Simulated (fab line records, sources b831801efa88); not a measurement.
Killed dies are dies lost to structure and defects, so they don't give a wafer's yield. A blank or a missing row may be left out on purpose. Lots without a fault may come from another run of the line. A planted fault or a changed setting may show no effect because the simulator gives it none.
fab line records | flow sky130
record lots=13 wafers=39 last_day=50
route steps=708 shown GATE_OXIDE@200 METAL1@452 VIA1@461 PAD_OPEN@708
lots that met no fault: from a run of the same line without faults
start_h: hours from the record's first day to the start of the lot's first wafer shown | wait_h: hours since the lot's step before | " the same as in the row above | L1.1+2: a row that stands for several wafers | - no value, or no start given | * or withheld: withheld | < > ~ a bound
route shown NAME@n: a module of which the file shows steps, and the number in the route of the first | usual: mean/standard deviation of fault-free wafers | same: alike in all rows | chamber/n: place in a boat | sites: the reading at each site | _std_site: their standard deviation | _edge_site: outer sites' mean less inner sites' | radius_mm: how far each site lies from the wafer's centre | mask NAME#n: copy n | behind: the tool/chamber that last shaped the wafer | hold: why the lot was held/for how many hours/how that ended | device: the transistor (n, p or np) that didn't switch | end of line: the same wafers' tests at the end of the route | a step without rows: its recipe alone | killed: dies lost to structure and defects at the first sort, not the wafer's yield | map: a wafer's dies, x killed, . not, _ none there
set.NAME: the setting as run; set.NAME@STEP: as run at that earlier step | model.NAME: the simulator's own value behind a step, which no gauge read
steps of the route over a sample of lots; a table a step, a row a wafer
services: from which hour (start_h, from the record's first day; less than 0 if before it) a tool's chamber was out of use, for how many hours, and why
## steps
# step SKY_GATE_OXIDE_STRIP_13
# recipe chemistry=O2/N2 power_w=1400 pressure_mtorr=1500 platen_temp_c=withheld o2_flow_sccm=3000 n2_flow_sccm=300 overash_fraction=0.5
# usual drypump_motor_current_A=5.7/0.33 oes_product_au=0.715/0.0044 strip_time_to_endpoint_s=14.17/0.046
# columns lot.wafer tool chamber start_h wait_h drypump_motor_current_A oes_product_au rf_hours_counter_h strip_time_to_endpoint_s
L726.1 plasma_asher-01 1 333.48 0.0 6.3 0.720 21 14.22
L726.2 " 0 " " 5.8 0.726 21 14.21
L726.3 " 1 " " 6.3 0.717 - 14.20
L727.1 plasma_asher-02 0 338.18 0.0 5.5 0.714 63 14.14
L727.3 " 1 " " 5.4 0.712 - 14.13
L727.5 " 1 " " 5.4 0.711 - 14.11
L728.2 plasma_asher-04 1 342.04 0.0 5.9 0.721 53 14.17
L728.3 " 0 " " 5.6 0.726 - 14.14
L728.5 " 1 " " 5.9 0.719 - 14.11
L729.1 plasma_asher-04 0 345.79 0.0 5.6 0.714 54 14.19
L729.2 " 1 " " 5.9 0.724 54 14.15
L729.6 " 0 " " 5.6 0.711 - 14.14
L730.4 plasma_asher-01 1 353.86 0.0 6.4 0.718 - 14.20
L730.5 " 1 " " 6.3 0.717 - 14.14
L730.6 " 0 " " 5.8 0.716 - 14.16
L731.3 plasma_asher-01 1 358.83 0.0 6.3 0.718 - 14.24
L731.4 " 0 " " 5.8 0.706 - 14.26
L731.5 " 1 " " 6.4 0.714 - 14.22
L732.1 plasma_asher-04 1 377.29 0.0 5.9 0.713 57 14.14
L732.3 " 0 " " 5.6 0.725 - 14.21
L732.6 " 0 " " 5.6 0.721 - 14.16
L733.1 plasma_asher-01 1 380.63 0.0 6.4 0.715 26 14.21
L733.3 " 0 " " 5.8 0.720 - 14.15
L733.4 " 1 " " 6.3 0.722 - 14.19
L738.3 plasma_asher-04 1 434.17 0.0 5.9 0.717 - 14.23
L738.4 " 0 " " 5.6 0.719 - 14.20
L738.5 " 1 " " 5.9 0.716 - 14.20
L740.3 plasma_asher-01 1 438.07 0.0 6.3 0.720 - 14.26
L740.4 " 0 " " 5.8 0.716 - 14.23
L740.6 " 0 " " 5.8 0.709 - 14.24
L742.1 plasma_asher-01 1 448.03 0.0 6.4 0.705 33 14.19
L742.2 " 0 " " 5.8 0.715 33 14.22
L742.3 " 0 " " 5.8 0.715 - 14.18
L744.1 plasma_asher-01 0 466.69 0.0 5.8 0.716 34 14.10
L744.2 " 1 " " 6.3 0.712 34 14.13
L744.5 " 0 " " 5.8 0.712 - 14.12
L747.2 plasma_asher-02 1 514.64 0.0 5.4 0.717 8 14.15
L747.4 " 0 " " 5.5 0.722 - 14.11
L747.6 " 1 " " 5.4 0.722 - 14.16
# step SKY_METAL1_ETCH_18
# recipe chemistry=N2/H2 target=BARC ion_energy_ev=200 bias_w=100 pressure_mtorr=30 n2_flow_sccm=100 h2_flow_sccm=200 icp_w=500 stop_on=SiO2 time_s=45.9 target_depth_a=600
# usual drypump_motor_current_A=5.7/0.4 oes_product_au=0.855/0.0042 throttle_valve_pct=13.224/0.0086
# columns lot.wafer tool chamber start_h wait_h drypump_motor_current_A oes_product_au rf_hours_counter_h throttle_valve_pct
L726.1 rie_metal-02 0 795.79 0.0 5.6 0.848 13 13.221
L726.2 " 1 " " 5.6 0.865 6 13.225
L726.3 " 1 " " 5.6 0.852 - 13.218
L727.1 rie_metal-01 1 796.14 0.0 5.9 0.860 5 13.223
L727.3 " 0 " " 4.9 0.856 - 13.223
L727.5 " 1 " " 5.9 0.853 - 13.241
L729.1 rie_metal-04 1 803.67 0.0 6.2 0.852 0 13.221
L729.2 " 0 " " 5.9 0.854 9 13.227
L729.6 " 1 " " 6.2 0.847 - 13.225
L728.2 rie_metal-02 0 805.22 0.0 5.6 0.855 13 13.234
L728.3 " 0 " " 5.6 0.847 - 13.224
L728.5 " 1 " " 5.6 0.851 - 13.226
L730.4 rie_metal-01 0 805.59 0.0 4.9 0.854 - 13.224
L730.5 " 0 " " 4.9 0.853 - 13.226
L730.6 " 1 " " 5.9 0.853 - 13.218
L731.3 rie_metal-01 1 812.26 0.0 5.9 0.858 - 13.220
L731.4 " 0 " " 4.9 0.855 - 13.222
L731.5 " 1 " " 5.9 0.859 - 13.216
L732.1 rie_metal-02 1 829.34 0.0 5.6 0.858 7 13.225
L732.3 " 1 " " 5.5 0.862 - 13.207
L732.6 " 0 " " 5.6 0.853 - 13.220
L733.1 rie_metal-04 1 832.29 0.0 6.2 0.859 1 13.226
L733.3 " 0 " " 5.9 0.851 - 13.227
L733.4 " 1 " " 6.2 0.858 - 13.237
L738.3 rie_metal-04 1 876.14 0.0 6.2 0.849 - 13.232
L738.4 " 0 " " 5.9 0.855 - 13.209
L738.5 " 1 " " 6.2 0.847 - 13.224
L740.3 rie_metal-01 1 882.51 0.0 5.9 0.858 - 13.228
L740.4 " 0 " " 4.8 0.850 - 13.212
L740.6 " 1 " " 5.9 0.851 - 13.218
L742.1 rie_metal-02 0 891.97 0.0 5.6 0.859 16 13.244
L742.2 " 1 " " 5.6 0.854 9 13.210
L742.3 " 0 " " 5.6 0.848 - 13.210
L744.1 rie_metal-01 1 905.54 0.0 5.9 0.854 10 13.222
L744.2 " 0 " " 4.9 0.856 10 13.218
L744.5 " 1 " " 5.9 0.856 - 13.237
L747.2 rie_metal-04 1 939.77 0.0 6.1 0.862 6 13.231
L747.4 " 1 " " 6.2 0.853 - 13.221
L747.6 " 1 " " 6.2 0.852 - 13.223
# step SKY_VIA1_BOW_MEAS_03
# recipe mode=bow
# usual VIA1_BOW=81/6.5
# columns lot.wafer tool chamber start_h wait_h VIA1_BOW[um]
L726.1 film_metro-03 - 797.02 0.1 88
L726.2 " - " " 82
L726.3 " - " " 85
L727.1 film_metro-01 - 797.63 0.3 77
L727.3 " - " " 71
L727.5 " - " " 86
L729.1 film_metro-04 - 804.89 0.2 85
L729.2 " - " " 90
L729.6 " - " " 99
L728.2 film_metro-04 - 806.46 0.2 78
L728.3 " - " " 79
L728.5 " - " " 78
L730.4 film_metro-03 - 806.85 0.3 86
L730.5 " - " " 72
L730.6 " - " " 76
L731.3 film_metro-03 - 813.52 0.3 91
L731.4 " - " " 69
L731.5 " - " " 81
L732.1 film_metro-01 - 830.57 0.1 84
L732.3 " - " " 86
L732.6 " - " " 71
L733.1 film_metro-01 - 833.51 0.1 80
L733.3 " - " " 79
L733.4 " - " " 90
L738.3 film_metro-03 - 877.42 0.2 71
L738.4 " - " " 79
L738.5 " - " " 80
L740.3 film_metro-03 - 883.75 0.2 75
L740.4 " - " " 96
L740.6 " - " " 77
L742.1 film_metro-04 - 893.53 0.2 82
L742.2 " - " " 80
L742.3 " - " " 86
L744.1 film_metro-03 - 906.76 0.2 85
L744.2 " - " " 72
L744.5 " - " " 78
L747.2 film_metro-01 - 941.02 0.2 82
L747.4 " - " " 86
L747.6 " - " " 86
# step SKY_VIA1_RS_MEAS_22
# recipe thk_meas_gauge=four-point-probe reads=W_of_VIA1_CVD_21+TiN_of_VIA1_SPUTTER_20
# usual VIA1_W_RS=0.427/0.0045
# columns lot.wafer tool chamber start_h wait_h VIA1_W_RS[ohm/sq]
L726.1 film_metro-01 - 824.44 0.1 0.433
L726.2 " - " " 0.435
L726.3 " - " " 0.431
L727.1 film_metro-03 - 824.67 0.1 0.429
L727.3 " - " " 0.424
L727.5 " - " " 0.429
L729.1 film_metro-04 - 832.79 0.1 0.424
L729.2 " - " " 0.421
L729.6 " - " " 0.419
L728.2 film_metro-03 - 833.51 0.1 0.428
L728.3 " - " " 0.428
L728.5 " - " " 0.430
L730.4 film_metro-04 - 834.50 0.1 0.426
L730.5 " - " " 0.426
L730.6 " - " " 0.429
L731.3 film_metro-04 - 840.88 0.1 0.421
L731.4 " - " " 0.425
L731.5 " - " " 0.428
L732.1 film_metro-03 - 857.24 0.1 0.424
L732.3 " - " " 0.423
L732.6 " - " " 0.430
L733.1 film_metro-01 - 861.74 0.1 0.427
L733.3 " - " " 0.425
L733.4 " - " " 0.420
L738.3 film_metro-04 - 903.72 0.1 0.426
L738.4 " - " " 0.428
L738.5 " - " " 0.429
L740.3 film_metro-04 - 909.83 0.1 0.427
L740.4 " - " " 0.424
L740.6 " - " " 0.429
L742.1 film_metro-03 - 919.00 0.1 0.426
L742.2 " - " " 0.419
L742.3 " - " " 0.418
L744.1 film_metro-01 - 932.43 0.1 0.433
L744.2 " - " " 0.425
L744.5 " - " " 0.430
L747.2 film_metro-01 - 966.72 0.1 0.429
L747.4 " - " " 0.433
L747.6 " - " " 0.429
# step SKY_PAD_OPEN_PROBE_99
# usual killed_at_M0_to_M3=44/7.1 killed_at_M4_up=3.0/1.9 killed_at_contacts=25/5.6 killed_at_front_end=14/4.1 killed_at_other=0.2/0.44 killed_dies=86/9.1 killed_on_rim=17/3.7 killed_open=47/7.4 killed_short=39/5.7
# same gross_dies=492 killed_at_back_side=0
# columns lot.wafer tool chamber start_h wait_h killed_at_M0_to_M3 killed_at_M4_up killed_at_contacts killed_at_front_end killed_at_other killed_dies killed_on_rim killed_open killed_short
L726.1 prober-02 - 1095.57 0.1 30 2 42 15 1 90 17 59 31
L726.2 prober-02 - 1095.62 0.1 34 1 30 14 0 79 19 40 39
L726.3 prober-02 - 1095.67 0.2 46 6 23 11 0 86 18 46 40
L727.1 prober-01 - 1095.57 0.1 57 5 24 11 0 97 17 56 41
L727.3 prober-01 - 1095.67 0.2 45 2 22 10 0 79 11 39 40
L727.5 prober-01 - 1095.77 0.2 37 1 27 12 0 77 11 39 38
L729.1 prober-02 - 1101.99 0.1 40 4 23 13 0 80 16 52 28
L729.2 prober-02 - 1102.04 0.1 37 4 30 18 0 89 18 53 36
L729.6 prober-02 - 1102.24 0.2 34 3 24 18 0 79 15 47 32
L728.2 prober-01 - 1102.39 0.1 47 0 11 22 0 80 21 40 40
L728.3 prober-01 - 1102.44 0.2 42 0 28 16 0 86 17 44 42
L728.5 prober-01 - 1102.54 0.2 58 4 21 17 0 100 15 47 53
L730.4 prober-02 - 1103.74 0.2 46 3 23 12 0 84 21 51 33
L730.5 prober-02 - 1103.79 0.2 38 5 21 15 1 80 21 46 34
L730.6 prober-02 - 1103.84 0.2 37 4 20 19 0 80 21 36 44
L731.3 prober-01 - 1109.05 0.2 38 1 25 17 0 81 12 40 41
L731.4 prober-01 - 1109.10 0.2 54 1 15 18 0 88 22 51 36
L731.5 prober-01 - 1109.15 0.2 38 6 21 22 0 87 20 48 39
L732.1 prober-02 - 1119.35 0.1 44 5 23 10 0 82 17 46 36
L732.3 prober-02 - 1119.45 0.2 33 3 22 13 0 71 13 40 31
L732.6 prober-02 - 1119.60 0.2 45 4 21 6 0 76 19 38 38
L733.1 prober-02 - 1124.46 0.1 42 2 26 16 0 86 22 45 41
L733.3 prober-02 - 1124.56 0.2 48 5 29 14 0 96 14 55 41
L733.4 prober-02 - 1124.61 0.2 54 2 24 17 1 98 19 50 48
L738.3 prober-01 - 1159.70 0.2 56 6 33 20 0 115 18 58 57
L738.4 prober-01 - 1159.75 0.2 44 3 33 15 0 95 16 55 40
L738.5 prober-01 - 1159.80 0.2 53 2 30 13 1 99 22 54 45
L740.3 prober-01 - 1164.28 0.2 37 1 39 11 0 88 15 49 39
L740.4 prober-01 - 1164.33 0.2 44 4 21 12 0 81 15 41 40
L740.6 prober-01 - 1164.43 0.2 35 1 22 11 0 69 9 37 32
L742.1 prober-02 - 1169.27 0.1 43 4 29 43 0 119 32 45 47
L742.2 prober-02 - 1169.32 0.1 56 2 27 7 1 93 23 50 43
L742.3 prober-02 - 1169.37 0.2 33 4 35 13 0 85 20 49 36
L744.1 prober-02 - 1174.60 0.1 44 2 29 16 0 91 16 54 37
L744.2 prober-02 - 1174.65 0.1 43 1 28 47 0 119 30 59 33
L744.5 prober-02 - 1174.80 0.2 42 3 16 15 0 76 16 35 41
L747.2 prober-02 - 1204.37 0.1 40 2 28 17 0 87 17 38 49
L747.4 prober-02 - 1204.47 0.2 32 6 21 20 0 79 15 33 46
L747.6 prober-02 - 1204.57 0.2 42 2 28 15 0 87 19 49 38
# killed by level:class
L726.1 CONTACT:geometric_particle:open=22 VIA1:geometric_particle:open=10 LI_CONTACT:geometric_particle:open=8 LOCAL_INTERCONNECT:geometric_particle:short=7 METAL2:geometric_particle:short=6 FIELD_ISO:geometric_particle:open=4 POLY_GATE:geometric_particle:short=4 VIA2:geometric_particle:open=4
L727.1 VIA1:geometric_particle:open=16 VIA2:geometric_particle:open=10 LOCAL_INTERCONNECT:geometric_particle:short=8 VIA3:geometric_particle:open=8 LI_CONTACT:geometric_particle:open=7 METAL2:geometric_particle:short=7 METAL1:geometric_particle:short=5 CONTACT:geometric_particle:open=5
L726.2 LOCAL_INTERCONNECT:geometric_particle:short=10 CONTACT:geometric_particle:open=9 LI_CONTACT:geometric_particle:open=6 METAL2:geometric_particle:short=6 POLY_GATE:geometric_particle:short=5 VIA2:geometric_particle:open=5 VIA1:geometric_particle:open=4 VIA1:geometric_particle:short=4
L726.3 LI_CONTACT:geometric_particle:open=10 VIA1:geometric_particle:open=9 CONTACT:geometric_particle:open=6 VIA1:geometric_particle:short=6 VIA3:geometric_particle:open=6 METAL1:geometric_particle:short=5 METAL2:geometric_particle:short=5 METAL3:geometric_particle:short=5
L727.3 VIA1:geometric_particle:short=12 CONTACT:geometric_particle:open=10 VIA1:geometric_particle:open=8 VIA2:geometric_particle:open=7 VIA3:geometric_particle:open=6 LOCAL_INTERCONNECT:geometric_particle:short=5 METAL1:geometric_particle:short=5 POLY_GATE:geometric_particle:short=3
L727.5 CONTACT:geometric_particle:open=11 CONTACT:geometric_particle:short=7 VIA1:geometric_particle:open=7 VIA1:geometric_particle:short=6 METAL1:geometric_particle:short=5 VIA2:geometric_particle:open=5 VIA3:geometric_particle:open=5 LOCAL_INTERCONNECT:geometric_particle:short=4
L729.1 CONTACT:geometric_particle:open=11 VIA1:geometric_particle:open=9 VIA3:geometric_particle:open=8 VIA2:geometric_particle:open=5 POLY_GATE:geometric_particle:open=4 VIA3:geometric_particle:short=4 LI_CONTACT:geometric_particle:open=4 CONTACT:geometric_particle:short=4
L729.2 CONTACT:geometric_particle:open=9 VIA1:geometric_particle:open=8 CONTACT:geometric_particle:short=8 VIA2:geometric_particle:open=8 FIELD_ISO:geometric_particle:open=7 VIA3:geometric_particle:open=6 LI_CONTACT:geometric_particle:open=5 POLY_GATE:geometric_particle:short=4
L729.6 CONTACT:geometric_particle:open=12 POLY_GATE:geometric_particle:open=7 VIA1:geometric_particle:open=7 VIA3:geometric_particle:open=6 LOCAL_INTERCONNECT:geometric_particle:short=5 LI_CONTACT:geometric_particle:open=5 FIELD_ISO:geometric_particle:open=4 VIA1:geometric_particle:short=4
L728.2 METAL2:geometric_particle:short=9 VIA3:geometric_particle:open=7 VIA1:geometric_particle:short=6 VIA1:geometric_particle:open=6 VIA2:geometric_particle:open=6 POLY_GATE:geometric_particle:short=4 POLY_GATE:geometric_particle:open=4 CONTACT:geometric_particle:open=4
L728.3 VIA1:geometric_particle:open=12 CONTACT:geometric_particle:open=9 FIELD_ISO:geometric_particle:short=8 LI_CONTACT:geometric_particle:open=8 LOCAL_INTERCONNECT:geometric_particle:short=6 METAL1:geometric_particle:short=6 METAL3:geometric_particle:short=5 POLY_GATE:geometric_particle:open=4
L728.5 VIA1:geometric_particle:open=11 VIA2:geometric_particle:open=10 METAL1:geometric_particle:short=9 METAL2:geometric_particle:short=8 POLY_GATE:geometric_particle:short=7 VIA1:geometric_particle:short=7 LI_CONTACT:geometric_particle:short=5 LOCAL_INTERCONNECT:geometric_particle:short=5
L730.4 CONTACT:geometric_particle:open=10 VIA3:geometric_particle:open=10 VIA1:geometric_particle:open=10 VIA2:geometric_particle:open=7 LI_CONTACT:geometric_particle:open=6 VIA2:geometric_particle:short=6 FIELD_ISO:geometric_particle:open=4 POLY_GATE:geometric_particle:open=4
L730.5 VIA1:geometric_particle:open=11 VIA2:geometric_particle:open=8 LI_CONTACT:geometric_particle:open=7 LOCAL_INTERCONNECT:geometric_particle:short=5 CONTACT:geometric_particle:open=5 METAL3:geometric_particle:short=5 VIA3:geometric_particle:open=5 FIELD_ISO:geometric_particle:open=4
L730.6 CONTACT:geometric_particle:open=7 VIA1:geometric_particle:open=6 VIA2:geometric_particle:open=5 POLY_GATE:geometric_particle:short=5 CONTACT:geometric_particle:short=5 VIA2:geometric_particle:short=5 FIELD_ISO:geometric_particle:open=4 VIA1:geometric_particle:short=4
L731.3 VIA1:geometric_particle:open=13 CONTACT:geometric_particle:short=7 VIA1:geometric_particle:short=7 LI_CONTACT:geometric_particle:open=6 CONTACT:geometric_particle:open=6 VIA3:geometric_particle:short=6 POLY_GATE:geometric_particle:open=5 METAL2:geometric_particle:short=5
L731.4 VIA1:geometric_particle:open=13 METAL2:geometric_particle:short=8 CONTACT:geometric_particle:open=7 VIA2:geometric_particle:open=7 VIA3:geometric_particle:open=6 FIELD_ISO:geometric_particle:open=5 SPACER:geometric_particle:open=5 VIA3:geometric_particle:short=5
L731.5 VIA1:geometric_particle:open=7 POLY_GATE:geometric_particle:open=6 LI_CONTACT:geometric_particle:open=6 VIA2:geometric_particle:open=6 FIELD_ISO:geometric_particle:open=4 POLY_GATE:geometric_particle:short=4 CONTACT:geometric_particle:open=4 VIA3:geometric_particle:open=4
L732.1 VIA1:geometric_particle:open=14 VIA3:geometric_particle:open=8 LI_CONTACT:geometric_particle:open=7 CONTACT:geometric_particle:short=7 VIA2:geometric_particle:open=5 METAL2:geometric_particle:short=5 CONTACT:geometric_particle:open=4 VIA2:geometric_particle:short=4
L732.3 CONTACT:geometric_particle:open=8 VIA2:geometric_particle:open=7 VIA3:geometric_particle:open=7 LI_CONTACT:geometric_particle:open=5 LI_CONTACT:geometric_particle:short=4 METAL2:geometric_particle:short=4 FIELD_ISO:geometric_particle:short=3 FIELD_ISO:geometric_particle:open=3
L732.6 VIA1:geometric_particle:open=13 CONTACT:geometric_particle:short=8 METAL2:geometric_particle:short=8 VIA3:geometric_particle:open=7 CONTACT:geometric_particle:open=5 METAL1:geometric_particle:short=5 FIELD_ISO:geometric_particle:open=3 LI_CONTACT:geometric_particle:open=3
L733.1 CONTACT:geometric_particle:open=13 VIA1:geometric_particle:open=8 VIA1:geometric_particle:short=8 METAL1:geometric_particle:short=7 METAL2:geometric_particle:short=7 LI_CONTACT:geometric_particle:open=6 FIELD_ISO:geometric_particle:short=5 FIELD_ISO:geometric_particle:open=4
L733.3 CONTACT:geometric_particle:open=13 VIA1:geometric_particle:open=8 VIA3:geometric_particle:open=8 METAL1:geometric_particle:short=6 LI_CONTACT:geometric_particle:open=6 VIA2:geometric_particle:open=6 CONTACT:geometric_particle:short=5 VIA2:geometric_particle:short=5
L733.4 METAL2:geometric_particle:short=15 CONTACT:geometric_particle:open=11 VIA1:geometric_particle:open=9 METAL1:geometric_particle:short=8 FIELD_ISO:geometric_particle:short=6 VIA2:geometric_particle:open=6 LI_CONTACT:geometric_particle:open=6 VIA3:geometric_particle:open=5
L738.3 VIA1:geometric_particle:open=13 LI_CONTACT:geometric_particle:open=11 POLY_GATE:geometric_particle:open=10 CONTACT:geometric_particle:short=9 METAL1:geometric_particle:short=9 VIA1:geometric_particle:short=8 METAL4:geometric_particle:short=6 METAL2:geometric_particle:short=5
L738.4 CONTACT:geometric_particle:open=14 LI_CONTACT:geometric_particle:open=7 VIA1:geometric_particle:short=7 VIA1:geometric_particle:open=7 METAL2:geometric_particle:short=7 VIA3:geometric_particle:open=7 FIELD_ISO:geometric_particle:open=6 VIA2:geometric_particle:open=6
L738.5 VIA1:geometric_particle:open=12 CONTACT:geometric_particle:open=10 VIA3:geometric_particle:open=9 LI_CONTACT:geometric_particle:open=8 METAL2:geometric_particle:short=8 POLY_GATE:geometric_particle:short=5 CONTACT:geometric_particle:short=5 VIA2:geometric_particle:open=5
L740.3 CONTACT:geometric_particle:open=16 LI_CONTACT:geometric_particle:open=10 VIA1:geometric_particle:open=9 METAL2:geometric_particle:short=6 CONTACT:geometric_particle:short=5 VIA3:geometric_particle:open=5 FIELD_ISO:geometric_particle:open=4 LOCAL_INTERCONNECT:geometric_particle:short=4
L740.4 CONTACT:geometric_particle:open=8 METAL2:geometric_particle:short=8 METAL1:geometric_particle:short=7 VIA3:geometric_particle:open=6 VIA1:geometric_particle:short=6 VIA3:geometric_particle:short=5 FIELD_ISO:geometric_particle:open=5 VIA2:geometric_particle:open=5
L740.6 VIA1:geometric_particle:open=10 CONTACT:geometric_particle:open=8 VIA2:geometric_particle:open=6 CONTACT:geometric_particle:short=5 FIELD_ISO:geometric_particle:short=4 METAL2:geometric_particle:short=4 VIA2:geometric_particle:short=3 LI_CONTACT:geometric_particle:open=3
L742.1 GATE_OXIDE:unspecified=27 CONTACT:geometric_particle:open=13 METAL1:geometric_particle:short=8 VIA1:geometric_particle:open=7 LI_CONTACT:geometric_particle:open=6 VIA1:geometric_particle:short=6 METAL2:geometric_particle:short=6 CONTACT:geometric_particle:short=5
L742.2 VIA1:geometric_particle:open=12 VIA2:geometric_particle:open=11 METAL2:geometric_particle:short=9 CONTACT:geometric_particle:open=9 VIA1:geometric_particle:short=8 LOCAL_INTERCONNECT:geometric_particle:short=6 POLY_GATE:geometric_particle:open=5 CONTACT:geometric_particle:short=5
L742.3 CONTACT:geometric_particle:open=16 CONTACT:geometric_particle:short=10 VIA1:geometric_particle:open=8 POLY_GATE:geometric_particle:open=7 VIA2:geometric_particle:open=5 LI_CONTACT:geometric_particle:open=5 METAL2:geometric_particle:short=5 LOCAL_INTERCONNECT:geometric_particle:short=4
L744.1 VIA1:geometric_particle:open=14 CONTACT:geometric_particle:open=10 POLY_GATE:geometric_particle:open=6 VIA1:geometric_particle:short=6 LI_CONTACT:geometric_particle:open=6 CONTACT:geometric_particle:short=5 METAL3:geometric_particle:short=4 LOCAL_INTERCONNECT:geometric_particle:short=4
L744.2 GATE_OXIDE:unspecified=27 VIA1:geometric_particle:open=10 CONTACT:geometric_particle:open=10 VIA3:geometric_particle:open=9 LI_CONTACT:geometric_particle:open=8 FIELD_ISO:geometric_particle:open=7 POLY_GATE:geometric_particle:open=5 VIA2:geometric_particle:open=5
L744.5 VIA1:geometric_particle:open=13 POLY_GATE:geometric_particle:short=6 METAL2:geometric_particle:short=6 LOCAL_INTERCONNECT:geometric_particle:short=6 FIELD_ISO:geometric_particle:short=4 CONTACT:geometric_particle:open=4 VIA2:geometric_particle:open=4 VIA3:geometric_particle:open=4
L747.2 LI_CONTACT:geometric_particle:open=10 METAL1:geometric_particle:short=8 VIA1:geometric_particle:open=7 POLY_GATE:geometric_particle:short=6 VIA1:geometric_particle:short=5 LI_CONTACT:geometric_particle:short=5 CONTACT:geometric_particle:short=5 CONTACT:geometric_particle:open=5
L747.4 CONTACT:geometric_particle:open=8 LI_CONTACT:geometric_particle:open=7 VIA3:geometric_particle:short=6 FIELD_ISO:geometric_particle:short=5 POLY_GATE:geometric_particle:short=5 VIA2:geometric_particle:open=5 METAL1:geometric_particle:short=4 METAL3:geometric_particle:short=4
L747.6 CONTACT:geometric_particle:open=13 VIA2:geometric_particle:open=8 VIA3:geometric_particle:open=7 CONTACT:geometric_particle:short=5 METAL2:geometric_particle:short=5 FIELD_ISO:geometric_particle:open=4 POLY_GATE:geometric_particle:short=4 VIA3:geometric_particle:short=4
## services
# columns tool chamber start_h hours kind
plasma_asher-04 - 384.51 4.2 repair
rie_metal-01 - 390.83 14.6 pm
rie_metal-01 0 424.12 11.3 repair
rie_metal-02 - 464.30 2.8 pm
plasma_asher-01 - 497.05 1.3 repair
rie_metal-02 - 526.44 0.6 repair
plasma_asher-01 - 535.96 2.8 pm
rie_metal-04 - 557.70 2.8 pm
rie_metal-04 - 563.44 14.6 pm
rie_metal-02 1 584.54 5.6 repair
plasma_asher-01 - 585.82 1.7 repair
plasma_asher-01 - 596.00 14.6 pm
rie_metal-01 0 679.73 15.5 repair
rie_metal-04 1 704.19 1.0 repair
plasma_asher-04 - 708.24 2.8 pm
plasma_asher-01 - 714.56 1.7 repair
rie_metal-01 - 720.35 1.2 repair
rie_metal-01 - 734.26 2.8 pm
plasma_asher-01 - 759.35 1.2 repair
rie_metal-01 - 774.40 1.4 pm
plasma_asher-01 - 792.45 2.2 repair
rie_metal-04 - 795.93 0.6 repair
plasma_asher-01 - 806.03 1.4 repair
rie_metal-01 0 933.63 4.5 repair
## key
first_sign step=SKY_PAD_OPEN_PROBE_99 reading=killed_at_front_end direction=up sigmas=7.5 usual=14 struck=45
effect step=SKY_PAD_OPEN_PROBE_99 reading=killed_dies direction=up sigmas=3.6 usual=86 struck=119
met_at SKY_GATE_OXIDE_STRIP_13
struck_lots L742,L744
struck_wafers L742.1,L744.2
tester_left_out L742,L744
not_acting_at SKY_METAL1_ETCH_18,SKY_VIA1_BOW_MEAS_03,SKY_VIA1_RS_MEAS_22
onset_between 438.07 448.03
fault kind=chamber_particle_source tool=plasma_asher-01 chamber=1 onset_h=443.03 steps=SKY_GATE_OXIDE_STRIP_13 rate_per_visit_cm2=1.7587 end_h=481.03
# tester_left_out: of these lots the tester's yield and bins aren't shown, on N5 and GAA mostly nor the transistor test; their killed dies are dies lost to structure and defects alone, not to doping, threshold or leakage, so they don't give the yield
